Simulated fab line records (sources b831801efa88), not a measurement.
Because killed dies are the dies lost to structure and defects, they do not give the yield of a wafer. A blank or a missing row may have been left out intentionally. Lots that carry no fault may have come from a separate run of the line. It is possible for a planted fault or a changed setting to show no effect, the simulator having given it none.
fab line records	flow sky130
record: lots: 5	wafers: 15	last-day: 50
route steps=708 shown VIA3@593 METAL4@598 CAP2M@603 PAD_OPEN@708
lots untouched by any fault: they come from a run of this same line in which no faults occurred
start-h: the number of hours between the record's first day and the start of the first shown wafer of the lot	wait-h: hours elapsed since this lot's preceding step	" as in the row above	L1.1+2: a row that stands for several wafers	- value missing, or start not given	* or withheld: withheld	< > ~ a bound
route shown NAME@n: names a module that has steps shown in the file, with the first one's number in the route	usual: mean/standard deviation taken from wafers without a fault	same: alike in all rows	chamber/n: place in a boat	sites: readings site by site	_std_site: the standard deviation of these	_edge_site: inner sites' mean taken away from outer sites' mean	radius-mm: for every site, how far away it sits from the centre of the wafer	mask NAME#n: copy n	behind: the tool/chamber that last shaped the wafer	hold: why the lot went on hold/how many hours it stayed there/how the hold came to an end	device: which transistor (n, p or np) failed to switch	end of line: the route-end tests of the same wafers	step lacking rows: just its recipe	killed: the dies lost at the first sort to structure and to defects; this is not the yield of the wafer	map: a wafer's dies, x killed, . not, _ none there
set.NAME: the setting that was run; set.NAME@STEP: the one run at that earlier step	model.NAME: the simulator's own value behind a step, which no gauge read
a table for each step, a row for each wafer; lots at some steps of the route
services: from which hour (start-h, from the record's first day; less than 0 if before it) a tool's chamber was out of use, for how many hours, and why
== steps ==
step: SKY_VIA3_SPUTTER_20
recipe: material: TiN	target-thk-nm: 20	chamber-pressure-pa: 5	power-w: 4000	time-s: 80
usual: chamber-pressure-pa: 4.999/0.01	throttle-valve-pct: 29.5/0.99
lot.wafer	tool	chamber	start-h	wait-h	chamber-pressure-pa	throttle-valve-pct
L184.1	pvd-sputter-04	-	948.82	0.0	5.002	29.3
L184.3	"	-	"	"	4.999	29.4
L184.4	"	-	"	"	5.007	31.5
L187.1	pvd-sputter-04	-	970.03	0.0	5.001	29.5
L187.2	"	-	"	"	5.013	28.5
L187.6	"	-	"	"	4.985	31.6
L195.1	pvd-sputter-02	-	1027.88	0.0	5.000	30.6
L195.2	"	-	"	"	4.997	30.4
L195.3	"	-	"	"	4.999	29.2
L199.2	pvd-sputter-01	-	1056.16	0.0	4.992	30.1
L199.3	"	-	"	"	5.006	27.7
L199.5	"	-	"	"	4.992	29.9
L202.1	pvd-sputter-04	-	1098.77	0.0	4.997	28.6
L202.3	"	-	"	"	5.005	29.6
L202.5	"	-	"	"	5.000	28.5
step: SKY_VIA3_CVD_21
recipe: material: W	target-thk-nm: 390	time-s: 117.31	temp-c: 400	pressure-torr: 40
usual: heater-power-w: 857/73
lot.wafer	tool	chamber	start-h	wait-h	heater-power-w
L184.1	cvd-w-01	0	948.88	0.0	834
L184.3	"	1	"	"	886
L184.4	"	0	"	"	867
L187.1	cvd-w-02	1	970.09	0.0	760
L187.2	"	0	"	"	946
L187.6	"	0	"	"	949
L195.1	cvd-w-02	0	1027.94	0.0	944
L195.2	"	1	"	"	741
L195.3	"	0	"	"	980
L199.2	cvd-w-01	1	1056.22	0.0	890
L199.3	"	0	"	"	847
L199.5	"	0	"	"	865
L202.1	cvd-w-02	0	1098.83	0.0	948
L202.3	"	1	"	"	785
L202.5	"	1	"	"	774
step: SKY_VIA3_RS_MEAS_22
recipe: thk-meas-gauge: four-point-probe	reads: W_of_VIA3_CVD_21+TiN_of_VIA3_SPUTTER_20
usual: VIA3_W_RS: 0.296/0.0031
lot.wafer	tool	chamber	start-h	wait-h	VIA3_W_RS[ohm/sq]
L184.1	film-metro-01	-	949.01	0.1	0.292
L184.3	"	-	"	"	0.293
L184.4	"	-	"	"	0.293
L187.1	film-metro-04	-	970.22	0.1	0.299
L187.2	"	-	"	"	0.300
L187.6	"	-	"	"	0.302
L195.1	film-metro-04	-	1028.06	0.1	0.297
L195.2	"	-	"	"	0.296
L195.3	"	-	"	"	0.296
L199.2	film-metro-01	-	1056.37	0.1	0.296
L199.3	"	-	"	"	0.299
L199.5	"	-	"	"	0.302
L202.1	film-metro-02	-	1098.95	0.1	0.297
L202.3	"	-	"	"	0.294
L202.5	"	-	"	"	0.291
step: SKY_VIA3_THK_MEAS_23
recipe: thk-meas-gauge: xrf	reads: W_of_VIA3_CVD_21
usual: VIA3_W_THK: 398/4.3
lot.wafer	tool	chamber	start-h	wait-h	VIA3_W_THK[nm]
L184.1	film-metro-01	-	949.13	0.1	402
L184.3	"	-	"	"	401
L184.4	"	-	"	"	400
L187.1	film-metro-04	-	970.34	0.1	402
L187.2	"	-	"	"	399
L187.6	"	-	"	"	398
L195.1	film-metro-04	-	1028.18	0.1	399
L195.2	"	-	"	"	398
L195.3	"	-	"	"	403
L199.2	film-metro-01	-	1056.48	0.1	395
L199.3	"	-	"	"	392
L199.5	"	-	"	"	391
L202.1	film-metro-02	-	1099.07	0.1	396
L202.3	"	-	"	"	400
L202.5	"	-	"	"	403
step: SKY_VIA3_CMP_24
recipe: stop-on: SiO2	t-overpolish-s: 20	down-force-psi: 3.5	platen-rpm: 60	target-thk-nm: 0	pad-velocity-m-s: 0.94248
step: SKY_METAL4_SPUTTER_00
recipe: material: Ti	target-thk-nm: 15	power-w: 3000	time-s: 10	chamber-pressure-pa: 0.4
step: SKY_METAL4_SPUTTER_01
recipe: material: TiN	target-thk-nm: 20	power-w: 6500	time-s: 16.7	chamber-pressure-pa: 0.4
step: SKY_METAL4_SPUTTER_02
recipe: material: AlCu	target-thk-nm: 735	power-w: 10600	time-s: 39.1	chamber-pressure-pa: 0.4
step: SKY_METAL4_SPUTTER_03
recipe: material: Ti	target-thk-nm: 5	power-w: 3000	time-s: 3.3	chamber-pressure-pa: 0.4
step: SKY_METAL4_SPUTTER_04
recipe: material: TiN	target-thk-nm: 70	power-w: 6500	time-s: 58.3	chamber-pressure-pa: 0.4
usual: chamber-pressure-pa: 0.4001/0.00079	throttle-valve-pct: 29.7/0.84
lot.wafer	tool	chamber	start-h	wait-h	chamber-pressure-pa	throttle-valve-pct
L184.1	pvd-sputter-03	-	949.59	0.0	0.4002	29.1
L184.3	"	-	"	"	0.4005	31.0
L184.4	"	-	"	"	0.4007	28.8
L187.1	pvd-sputter-04	-	970.80	0.0	0.4001	29.4
L187.2	"	-	"	"	0.3997	31.4
L187.6	"	-	"	"	0.4007	31.5
L195.1	pvd-sputter-03	-	1028.77	0.0	0.4013	29.5
L195.2	"	-	"	"	0.3991	29.4
L195.3	"	-	"	"	0.3997	28.6
L199.2	pvd-sputter-03	-	1056.93	0.0	0.3993	31.1
L199.3	"	-	"	"	0.3992	29.3
L199.5	"	-	"	"	0.4006	29.1
L202.1	pvd-sputter-03	-	1099.53	0.0	0.3997	29.1
L202.3	"	-	"	"	0.3996	28.4
L202.5	"	-	"	"	0.4013	29.4
step: SKY_CAP2M_CVD_00
recipe: material: SiO2	target-thk-nm: 15.5	temp-c: 400	time-s: withheld	rf-w: 450
usual: heater-power-w: 751/110
lot.wafer	tool	chamber	start-h	wait-h	heater-power-w
L184.1	pecvd-01	0	949.64	0.0	870
L184.3	"	1	"	"	979
L184.4	"	1	"	"	982
L187.1	pecvd-01	2	970.85	0.0	645
L187.2	"	1	"	"	948
L187.6	"	0	"	"	919
L195.1	pecvd-02	1	1028.82	0.0	609
L195.2	"	0	"	"	904
L195.3	"	2	"	"	699
L199.2	pecvd-02	1	1056.98	0.0	725
L199.3	"	0	"	"	744
L199.5	"	1	"	"	690
L202.1	pecvd-02	0	1099.58	0.0	791
L202.3	"	1	"	"	624
L202.5	"	0	"	"	768
step: SKY_CAP2M_THK_MEAS_01
recipe: reads: SiO2_of_CAP2M_CVD_00
usual: CAP2M_CVD_00_THK: 15.59/0.25
lot.wafer	tool	chamber	start-h	wait-h	CAP2M_CVD_00_THK[nm]
L184.1	film-metro-01	-	949.66	-	15.43
L184.3	"	-	"	"	15.11
L184.4	"	-	"	"	15.37
L187.1	film-metro-02	-	970.87	-	15.32
L187.2	"	-	"	"	15.55
L187.6	"	-	"	"	16.05
L195.1	film-metro-02	-	1028.84	-	15.63
L195.2	"	-	"	"	15.71
L195.3	"	-	"	"	15.31
L199.2	film-metro-02	-	1057.05	-	15.53
L199.3	"	-	"	"	15.40
L199.5	"	-	"	"	15.46
L202.1	film-metro-01	-	1099.62	-	15.27
L202.3	"	-	"	"	15.56
L202.5	"	-	"	"	15.70
step: SKY_CAP2M_SPUTTER_02
recipe: material: TiN	target-thk-nm: 200	temp-c: 300	power-w: 6500	time-s: 166.7	chamber-pressure-pa: 0.4
usual: chamber-pressure-pa: 0.4000/0.00082	throttle-valve-pct: 29.5/1.1
lot.wafer	tool	chamber	start-h	wait-h	chamber-pressure-pa	throttle-valve-pct	model.TiN_of_CAP2M_SPUTTER_02.thk-nm
L184.1	pvd-sputter-04	-	949.72	0.1	0.4001	29.1	200
L184.3	"	-	"	"	0.3997	29.3	199.4
L184.4	"	-	"	"	0.4002	31.4	200
L187.1	pvd-sputter-01	-	970.93	0.1	0.4000	27.7	197.8
L187.2	"	-	"	"	0.4005	30.2	198.8
L187.6	"	-	"	"	0.4008	29.6	199.7
L195.1	pvd-sputter-04	-	1028.90	0.1	0.4008	28.6	192
L195.2	"	-	"	"	0.4659	27.3	188.7
L195.3	"	-	"	"	0.3996	29.1	193.6
L199.2	pvd-sputter-01	-	1057.10	0.0	0.3993	27.5	196.2
L199.3	"	-	"	"	0.4006	30.1	197.3
L199.5	"	-	"	"	0.3992	27.7	195.6
L202.1	pvd-sputter-01	-	1099.68	0.1	0.3999	29.6	199.8
L202.3	"	-	"	"	0.3999	29.2	201.9
L202.5	"	-	"	"	0.3989	29.7	201
step: SKY_CAP2M_RS_MEAS_03
recipe: thk-meas-gauge: four-point-probe	reads: TiN_of_CAP2M_SPUTTER_02
usual: CAP2M_TIN_RS: 6.96/0.081
lot.wafer	tool	chamber	start-h	wait-h	hold	CAP2M_TIN_RS[ohm/sq]
L184.1	film-metro-02	-	949.83	0.1	-	6.92
L184.3	"	-	"	"	-	6.94
L184.4	"	-	"	"	-	6.91
L187.1	film-metro-03	-	971.04	0.1	-	6.97
L187.2	"	-	"	"	-	6.94
L187.6	"	-	"	"	-	6.90
L195.1	film-metro-03	-	1029.01	0.1	await-dispo/0.2h/release	7.20
L195.2	"	-	"	"	await-dispo/0.2h/release	7.32
L195.3	"	-	"	"	await-dispo/0.2h/release	7.14
L195.1	film-metro-03	-	1029.29	0.3	-	7.19
L195.2	"	-	"	"	-	7.31
L195.3	"	-	"	"	-	7.13
L199.2	film-metro-03	-	1057.23	0.1	-	7.04
L199.3	"	-	"	"	-	7.00
L199.5	"	-	"	"	-	7.05
L202.1	film-metro-02	-	1099.79	0.1	-	6.92
L202.3	"	-	"	"	-	6.85
L202.5	"	-	"	"	-	6.87
step: SKY_CAP2M_THK_MEAS_04
recipe: thk-meas-gauge: xrf	reads: TiN_of_CAP2M_SPUTTER_02
usual: CAP2M_TIN_THK: 200.7/2.6
lot.wafer	tool	chamber	start-h	wait-h	hold	CAP2M_TIN_THK[nm]
L184.1	film-metro-02	-	949.95	0.1	-	202.5
L184.3	"	-	"	"	-	201.3
L184.4	"	-	"	"	-	202.4
L187.1	film-metro-03	-	971.16	0.1	-	200.3
L187.2	"	-	"	"	-	201.7
L187.6	"	-	"	"	-	202.0
L195.1	film-metro-03	-	1032.31	3.0	await-dispo/0.2h/release	192.4
L195.2	"	-	"	"	await-dispo/0.2h/release	189.6
L195.3	"	-	"	"	await-dispo/0.2h/release	193.9
L195.1	film-metro-03	-	1032.53	0.2	-	193.2
L195.2	"	-	"	"	-	189.4
L195.3	"	-	"	"	-	193.5
L199.2	film-metro-03	-	1057.34	0.1	-	197.5
L199.3	"	-	"	"	-	198.8
L199.5	"	-	"	"	-	196.6
L202.1	film-metro-02	-	1099.91	0.1	-	202.2
L202.3	"	-	"	"	-	203.7
L202.5	"	-	"	"	-	203.2
step: SKY_CAP2M_HMDS_06
recipe: prime-time-s: 60	prime-temp-c: 120
step: SKY_CAP2M_COAT_07
recipe: resist: NOVOLAK	spin-rpm: 3000	resist-thk-nm: 1140
step: SKY_CAP2M_SOFTBAKE_08
recipe: temp-c: 90	time-s: 60	resist: NOVOLAK
step: SKY_CAP2M_EXPOSE_09
recipe: mask-id: CAP2M	na: 0.6	source-shape: conventional	sigma-outer: 0.6	polarization: unpolarized	target-cd-nm: 1000	dose-mj: 159
step: SKY_CAP2M_PEB_10
recipe: temp-c: withheld	time-s: *	resist: NOVOLAK
step: SKY_CAP2M_DEVELOP_11
recipe: resist: NOVOLAK	developer: TMAH	develop-time-s: 60	dev-temp-c: 23
step: SKY_CAP2M_OVL_MEAS_12
usual: CAP2M_OVL: -0.1/1.6
lot.wafer	tool	chamber	start-h	wait-h	CAP2M_OVL[nm]
L184.1	overlay-01	-	973.65	0.1	0.4
L184.3	"	-	"	"	1.2
L184.4	"	-	"	"	2.3
L187.1	overlay-02	-	994.35	0.1	-2.0
L187.2	"	-	"	"	-1.1
L187.6	"	-	"	"	-1.7
L195.1	overlay-01	-	1051.97	0.1	-1.0
L195.2	"	-	"	"	-0.5
L195.3	"	-	"	"	0.0
L199.2	overlay-01	-	1077.71	0.1	0.5
L199.3	"	-	"	"	0.9
L199.5	"	-	"	"	0.0
L202.1	overlay-02	-	1118.95	0.1	0.6
L202.3	"	-	"	"	1.0
L202.5	"	-	"	"	-0.4
step: SKY_CAP2M_METAL_ETCH_13
recipe: target-depth-nm: 220	stop-on: SiO2	chemistry: Cl2/BCl3	target: TiN	pressure-mtorr: 10	icp-w: 900	bias-w: 48.5	Cl2_flow_sccm: 60	bcl3-flow-sccm: 30	time-s: 62.9
usual: bcl3-flow-sccm: 30.00/0.083	drypump-motor-current-A: 5.92/0.2	mfc-cl2-sccm: 59.98/0.2	oes-product-au: 0.937/0.0079	throttle-valve-pct: 21.905/0.0092
lot.wafer	tool	chamber	start-h	wait-h	bcl3-flow-sccm	drypump-motor-current-A	mfc-cl2-sccm	oes-product-au	rf-hours-counter-h	throttle-valve-pct	model.etch.depth-nm	model.CAP2M.feature-depth-nm
L184.1	rie-metal-02	0	973.69	0.0	29.95	5.88	60.32	0.948	13	21.901	200	200
L184.3	"	1	"	"	29.97	6.11	60.11	0.934	-	21.890	199.4	199.4
L184.4	"	0	"	"	29.94	5.87	59.68	0.935	-	21.903	200	200
L187.1	rie-metal-04	0	994.39	0.0	30.07	6.09	60.12	0.933	14	21.917	197.8	197.8
L187.2	"	1	"	"	29.88	5.51	59.99	0.945	2	21.904	198.8	198.8
L187.6	"	1	"	"	30.02	5.50	60.12	0.934	-	21.913	199.7	199.7
L195.1	rie-metal-02	0	1052.00	0.0	29.94	5.86	59.99	0.911	18	21.931	192	192
L195.2	"	1	"	"	29.83	6.10	59.96	0.900	16	21.922	188.7	188.7
L195.3	"	0	"	"	30.11	5.88	59.98	0.926	-	21.923	193.6	193.6
L199.2	rie-metal-04	0	1077.76	0.0	29.93	6.09	59.80	0.938	-	21.903	196.2	196.2
L199.3	"	0	"	"	29.90	6.09	59.90	0.934	-	21.915	197.3	197.3
L199.5	"	0	"	"	30.07	6.08	59.68	0.929	-	21.905	195.6	195.6
L202.1	rie-metal-04	1	1118.99	0.0	29.95	5.51	60.22	0.941	9	21.912	199.8	199.8
L202.3	"	0	"	"	30.04	6.09	60.54	0.947	-	21.910	201.9	201.9
L202.5	"	1	"	"	29.96	5.50	59.79	0.939	-	21.907	201	201
step: SKY_CAP2M_STRIP_14
recipe: chemistry: O2/N2	power-w: 1400	pressure-mtorr: 1500	platen-temp-c: withheld	o2-flow-sccm: 3000	n2-flow-sccm: 300	overash-fraction: 0.5
step: SKY_CAP2M_STRIP_15
recipe: chemistry: post-etch-residue-remover	time-s: 1200	temp-c: 72.5
step: SKY_CAP2M_CLEAN_16
recipe: chemistry: IPA	time-s: 180	temp-c: 25
step: SKY_CAP2M_CLEAN_17
recipe: chemistry: O3/DIW	dry: n2-spin
step: SKY_METAL4_DEHYDRATE_05
recipe: temp-c: 200	time-s: 60
step: SKY_METAL4_HMDS_06
recipe: prime-time-s: 60	prime-temp-c: 120
step: SKY_METAL4_COAT_07
recipe: resist: BARC	temp-c: withheld	time-s: withheld	spin-rpm: 3000	resist-thk-nm: 60
step: SKY_METAL4_COAT_08
recipe: resist: KrF-thick	spin-rpm: 3000	resist-thk-nm: 1140
step: SKY_METAL4_SOFTBAKE_09
recipe: temp-c: 100	time-s: 90	resist: KrF-thick
step: SKY_METAL4_EXPOSE_10
recipe: mask-id: MM4	na: 0.68	source-shape: annular	sigma-inner: 0.4	sigma-outer: 0.8	target-cd-nm: 300	dose-mj: 28
step: SKY_METAL4_PEB_11
recipe: peb-temp-c: withheld	peb-time-s: withheld	resist: KrF-thick
step: SKY_METAL4_DEVELOP_12
recipe: develop-time-s: 60	resist: KrF-thick	dev-temp-c: 21
step: SKY_METAL4_CD_MEAS_13
recipe: target-cd-nm: 300
usual: cd-nm: 299.7/2.1
lot.wafer	tool	chamber	start-h	wait-h	cd-nm
L184.1	cd-sem-01	-	997.61	-	304.2
L184.3	"	-	"	"	305.7
L184.4	"	-	"	"	305.2
L187.1	cd-sem-01	-	1017.85	-	297.4
L187.2	"	-	"	"	297.9
L187.6	"	-	"	"	297.4
L195.1	cd-sem-01	-	1073.05	-	301.8
L195.2	"	-	"	"	302.3
L195.3	"	-	"	"	303.7
L199.2	cd-sem-02	-	1098.93	-	297.4
L199.3	"	-	"	"	297.7
L199.5	"	-	"	"	296.7
L202.1	cd-sem-02	-	1139.13	-	294.8
L202.3	"	-	"	"	295.3
L202.5	"	-	"	"	295.2
step: SKY_METAL4_OVL_MEAS_14
usual: METAL4_OVL: 1/6.4
lot.wafer	tool	chamber	start-h	wait-h	METAL4_OVL[nm]
L184.1	overlay-01	-	997.73	0.1	13
L184.3	"	-	"	"	7
L184.4	"	-	"	"	5
L187.1	overlay-02	-	1017.97	0.1	0
L187.2	"	-	"	"	13
L187.6	"	-	"	"	5
L195.1	overlay-02	-	1073.17	0.1	7
L195.2	"	-	"	"	6
L195.3	"	-	"	"	5
L199.2	overlay-02	-	1099.03	0.1	8
L199.3	"	-	"	"	3
L199.5	"	-	"	"	3
L202.1	overlay-02	-	1139.25	0.1	5
L202.3	"	-	"	"	7
L202.5	"	-	"	"	1
step: SKY_METAL4_DESCUM_15
recipe: chemistry: O2	source-power-w: 150	bias-power-w: 0	pressure-mtorr: 10	temp-c: 40	time-s: 8
usual: drypump-motor-current-A: 5.9/0.43	oes-product-au: 1.000/0.015
lot.wafer	tool	chamber	start-h	wait-h	drypump-motor-current-A	oes-product-au	rf-hours-counter-h
L184.1	rie-metal-04	0	997.76	0.0	6.1	1.006	14
L184.3	"	0	"	"	6.1	1.010	-
L184.4	"	1	"	"	5.5	1.014	-
L187.1	rie-metal-02	0	1018.01	0.0	5.9	1.012	16
L187.2	"	1	"	"	6.1	0.969	15
L187.6	"	0	"	"	5.9	0.998	-
L195.1	rie-metal-04	0	1073.21	0.0	6.1	1.011	19
L195.2	"	1	"	"	5.5	1.012	6
L195.3	"	1	"	"	5.5	1.023	-
L199.2	rie-metal-01	1	1099.07	0.0	6.5	1.006	-
L199.3	"	1	"	"	6.5	1.003	-
L199.5	"	1	"	"	6.4	1.006	-
L202.1	rie-metal-01	1	1139.29	0.0	6.5	0.995	25
L202.3	"	1	"	"	6.5	0.995	-
L202.5	"	0	"	"	5.1	0.979	-
step: SKY_METAL4_ETCH_16
recipe: chemistry: N2/H2	target: BARC	ion-energy-ev: 200	bias-w: 100	pressure-mtorr: 30	n2-flow-sccm: 100	h2-flow-sccm: 200	icp-w: 500	stop-on: SiO2	time-s: 88.2	target-depth-a: 600
step: SKY_METAL4_ETCH_17
recipe: target: SiO2	stop-on: TiN	chemistry: C4F8/O2/Ar	source-w: 1500	bias-w: 1200	pressure-mtorr: 40	c4f8-flow-sccm: withheld	O2_flow_sccm: 6	Ar_flow_sccm: 300	time-s: 3.9	target-depth-a: 150
step: SKY_METAL4_METAL_ETCH_18
recipe: target-depth-a: 8450	stop-on: SiO2	over-etch-frac: 0.3	time-s: 183.1	chemistry: Cl2/BCl3	resist-sidewall-deg: 88	pressure-mtorr: 10	icp-w: 900	bias-w: 48.5	Cl2_flow_sccm: 60	bcl3-flow-sccm: 30
step: SKY_METAL4_STRIP_20
recipe: chemistry: post-etch-residue-remover	time-s: 1200	temp-c: 72.5
lot.wafer	tool	chamber	start-h	wait-h	model.TiN_of_CAP2M_SPUTTER_02.thk-nm
L184.1	wet-bench-03	2	998.19	0.1	199.2
L184.3	"	2	"	"	198.5
L184.4	"	2	"	"	199.1
L187.1	wet-bench-02	2	1018.44	0.1	197
L187.2	"	2	"	"	198
L187.6	"	2	"	"	198.9
L195.1	wet-bench-03	0	1073.64	0.1	191.1
L195.2	"	0	"	"	187.8
L195.3	"	0	"	"	192.7
L199.2	wet-bench-02	2	1099.62	0.1	195.4
L199.3	"	2	"	"	196.5
L199.5	"	2	"	"	194.8
L202.1	wet-bench-03	1	1139.71	0.1	199
L202.3	"	1	"	"	201.1
L202.5	"	1	"	"	200.2
step: SKY_PAD_OPEN_PROBE_99
usual: defect-limited-yield: 82.8/2.1	killed_at_M0_to_M3: 42/6.6	killed_at_M4_up: 3.1/1.9	killed-at-contacts: 24/5.6	killed-at-front-end: 15/4.8	killed-at-other: 0.3/0.48	killed-dies: 84/10	killed-open: 47/6.8	killed-short: 37/6.8
same: gross-dies: 492	killed-at-back-side: 0
lot.wafer	tool	chamber	start-h	wait-h	defect-limited-yield[%]	killed_at_M0_to_M3	killed_at_M4_up	killed-at-contacts	killed-at-front-end	killed-at-other	killed-dies	killed-open	killed-short	model.etest.cap-mim2.plate-ohm-sq
L184.1	prober-02	-	1092.05	0.1	82.1	40	6	20	21	1	88	50	38	5.996
L184.3	prober-02	-	1092.15	0.2	84.1	49	2	13	13	1	78	44	34	6.023
L184.4	prober-02	-	1092.20	0.2	80.5	47	4	32	13	0	96	47	49	5.956
L187.1	prober-01	-	1109.48	0.1	81.3	50	1	23	18	0	92	46	46	6.113
L187.2	prober-01	-	1109.53	0.1	83.3	41	0	18	22	1	82	49	33	6.024
L187.6	prober-01	-	1109.73	0.2	84.1	44	2	23	8	1	78	41	37	6.027
L195.1	prober-01	-	1157.46	0.1	81.7	46	2	30	11	1	90	52	38	6.304
L195.2	prober-01	-	1157.51	0.1	83.9	35	5	26	13	0	79	36	43	6.326
L195.3	prober-01	-	1157.56	0.2	83.1	40	3	25	15	0	83	46	37	6.177
L199.2	prober-01	-	1180.78	0.1	80.5	44	1	34	16	1	96	58	38	6.099
L199.3	prober-01	-	1180.83	0.2	81.1	35	4	32	21	1	93	56	37	6.045
L199.5	prober-01	-	1180.93	0.2	77.6	53	4	31	21	1	110	56	54	6.142
L202.1	prober-01	-	1209.30	0.1	83.3	45	6	21	10	0	82	47	35	6.036
L202.3	prober-01	-	1209.40	0.2	82.9	41	2	24	17	0	84	45	39	5.955
L202.5	prober-01	-	1209.50	0.2	83.5	36	1	25	18	1	81	52	29	5.886
killed by level:class
L184.1 VIA1:geometric-particle:open=10 LI_CONTACT:geometric-particle:open=8 VIA3:geometric-particle:open=7 POLY_GATE:geometric-particle:open=6 METAL4:geometric-particle:short=6 CONTACT:geometric-particle:open=6 METAL1:geometric-particle:short=6 VIA2:geometric-particle:open=5
L184.3 VIA2:geometric-particle:open=12 VIA3:geometric-particle:open=9 VIA1:geometric-particle:open=6 POLY_GATE:geometric-particle:open=5 VIA3:geometric-particle:short=5 LI_CONTACT:geometric-particle:short=4 METAL1:geometric-particle:short=4 METAL2:geometric-particle:short=4
L184.4 VIA1:geometric-particle:open=15 CONTACT:geometric-particle:open=10 CONTACT:geometric-particle:short=9 VIA2:geometric-particle:open=7 LI_CONTACT:geometric-particle:short=6 METAL1:geometric-particle:short=5 VIA1:geometric-particle:short=5 POLY_GATE:geometric-particle:short=4
L187.1 VIA1:geometric-particle:open=11 VIA2:geometric-particle:open=11 VIA1:geometric-particle:short=8 LI_CONTACT:geometric-particle:open=6 CONTACT:geometric-particle:short=6 FIELD_ISO:geometric-particle:short=5 METAL1:geometric-particle:short=5 METAL3:geometric-particle:short=5
L187.2 VIA1:geometric-particle:open=9 VIA2:geometric-particle:open=9 POLY_GATE:geometric-particle:open=7 CONTACT:geometric-particle:open=7 VIA1:geometric-particle:short=7 LI_CONTACT:geometric-particle:open=6 FIELD_ISO:geometric-particle:short=5 METAL1:geometric-particle:short=4
L187.6 METAL1:geometric-particle:short=11 VIA1:geometric-particle:open=10 LI_CONTACT:geometric-particle:open=7 CONTACT:geometric-particle:open=6 METAL1:geometric-particle:open=4 VIA3:geometric-particle:open=4 LI_CONTACT:geometric-particle:short=3 LOCAL_INTERCONNECT:geometric-particle:short=3
L195.1 VIA1:geometric-particle:open=11 METAL2:geometric-particle:short=11 CONTACT:geometric-particle:open=10 VIA3:geometric-particle:open=9 LI_CONTACT:geometric-particle:open=7 FIELD_ISO:geometric-particle:open=4 LI_CONTACT:geometric-particle:short=4 CONTACT:geometric-particle:short=4
L195.2 LI_CONTACT:geometric-particle:open=7 CONTACT:geometric-particle:short=7 CONTACT:geometric-particle:open=7 METAL2:geometric-particle:short=6 METAL1:geometric-particle:short=5 VIA1:geometric-particle:open=5 VIA2:geometric-particle:open=5 POLY_GATE:geometric-particle:short=4
L195.3 VIA1:geometric-particle:open=14 VIA1:geometric-particle:short=8 CONTACT:geometric-particle:open=7 VIA3:geometric-particle:open=6 FIELD_ISO:geometric-particle:short=5 LI_CONTACT:geometric-particle:short=5 FIELD_ISO:geometric-particle:open=4 LI_CONTACT:geometric-particle:open=4
L199.2 LI_CONTACT:geometric-particle:open=13 CONTACT:geometric-particle:open=10 VIA3:geometric-particle:open=10 VIA2:geometric-particle:open=7 VIA1:geometric-particle:open=7 FIELD_ISO:geometric-particle:open=6 VIA1:geometric-particle:short=6 CONTACT:geometric-particle:short=5
L199.3 LI_CONTACT:geometric-particle:open=12 CONTACT:geometric-particle:open=12 VIA1:geometric-particle:open=7 VIA1:geometric-particle:short=7 POLY_GATE:geometric-particle:open=6 VIA3:geometric-particle:open=6 FIELD_ISO:geometric-particle:open=4 LOCAL_INTERCONNECT:geometric-particle:short=4
L199.5 VIA2:geometric-particle:open=12 VIA3:geometric-particle:open=11 LOCAL_INTERCONNECT:geometric-particle:short=9 LI_CONTACT:geometric-particle:open=7 FIELD_ISO:geometric-particle:short=6 CONTACT:geometric-particle:open=6 VIA1:geometric-particle:short=6 POLY_GATE:geometric-particle:open=5
L202.1 VIA1:geometric-particle:open=9 LI_CONTACT:geometric-particle:open=8 METAL2:geometric-particle:short=8 CONTACT:geometric-particle:open=7 VIA3:geometric-particle:open=7 METAL1:geometric-particle:short=6 VIA2:geometric-particle:open=5 METAL4:geometric-particle:short=5
L202.3 CONTACT:geometric-particle:open=10 VIA1:geometric-particle:open=10 VIA2:geometric-particle:open=6 METAL1:geometric-particle:short=5 LI_CONTACT:geometric-particle:open=5 FIELD_ISO:geometric-particle:short=4 LOCAL_INTERCONNECT:geometric-particle:short=4 CONTACT:geometric-particle:short=4
L202.5 VIA1:geometric-particle:open=12 LI_CONTACT:geometric-particle:open=8 CONTACT:geometric-particle:open=8 POLY_GATE:geometric-particle:short=6 CONTACT:geometric-particle:short=6 VIA3:geometric-particle:open=6 FIELD_ISO:geometric-particle:open=5 METAL2:geometric-particle:short=5
== services ==
tool	chamber	start-h	hours	kind
cvd-w-01	0	926.52	8.6	repair
rie-metal-01	1	938.43	16.3	repair
pecvd-02	1	943.10	4.6	repair
wet-bench-03	-	972.93	2.0	repair
pecvd-02	-	980.05	1.9	repair
rie-metal-04	-	1007.21	0.1	repair
rie-metal-04	-	1016.42	0.6	repair
pvd-sputter-03	-	1016.58	0.5	repair
pvd-sputter-01	-	1019.03	4.9	repair
rie-metal-01	1	1020.24	4.8	repair
cvd-w-02	0	1049.30	3.3	repair
pecvd-01	-	1051.53	6.0	pm
cvd-w-01	-	1052.56	0.7	repair
rie-metal-04	1	1077.22	13.2	repair
cvd-w-01	-	1083.94	6.0	pm
rie-metal-01	0	1089.95	14.9	repair
cvd-w-02	0	1094.37	3.1	repair
pecvd-02	2	1097.33	4.4	repair
pvd-sputter-04	-	1099.04	6.1	repair
rie-metal-04	-	1119.64	2.8	pm
rie-metal-02	-	1126.04	2.8	pm
rie-metal-02	-	1128.79	10.0	pm
cvd-w-01	1	1128.91	16.7	repair
pecvd-01	1	1130.01	4.6	repair
== key ==
first-sign: step: SKY_CAP2M_SPUTTER_02	reading: chamber-pressure-pa	direction: up	sigmas: 81	usual: 0.4000	struck: 0.4659
effect: step: SKY_CAP2M_RS_MEAS_03	reading: visit	direction: added
effect: step: SKY_CAP2M_THK_MEAS_04	reading: visit	direction: added
model-effect: step: SKY_CAP2M_SPUTTER_02	value: TiN_of_CAP2M_SPUTTER_02.thk-nm	without: 193.5	struck: 188.7
model-effect: step: SKY_CAP2M_METAL_ETCH_13	value: etch.depth-nm	without: 193.5	struck: 188.7
model-effect: step: SKY_METAL4_STRIP_20	value: TiN_of_CAP2M_SPUTTER_02.thk-nm	without: 192.6	struck: 187.8
model-effect: step: SKY_PAD_OPEN_PROBE_99	value: etest.cap-mim2.plate-ohm-sq	without: 6.17	struck: 6.326
met-at SKY_CAP2M_SPUTTER_02
struck-wafers L195.2
onset-between 949.72 1028.90
fault: kind: process-parameter-drift	tool: pvd-sputter-04	chamber: -	onset-h: 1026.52	steps: SKY_CAP2M_SPUTTER_02	channel: chamber-pressure-pa	offset: 0.066193	shape: step	end-h: 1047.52	acts-in: these-recipes-only	stated: 0.4	scope: struck-wafers-only
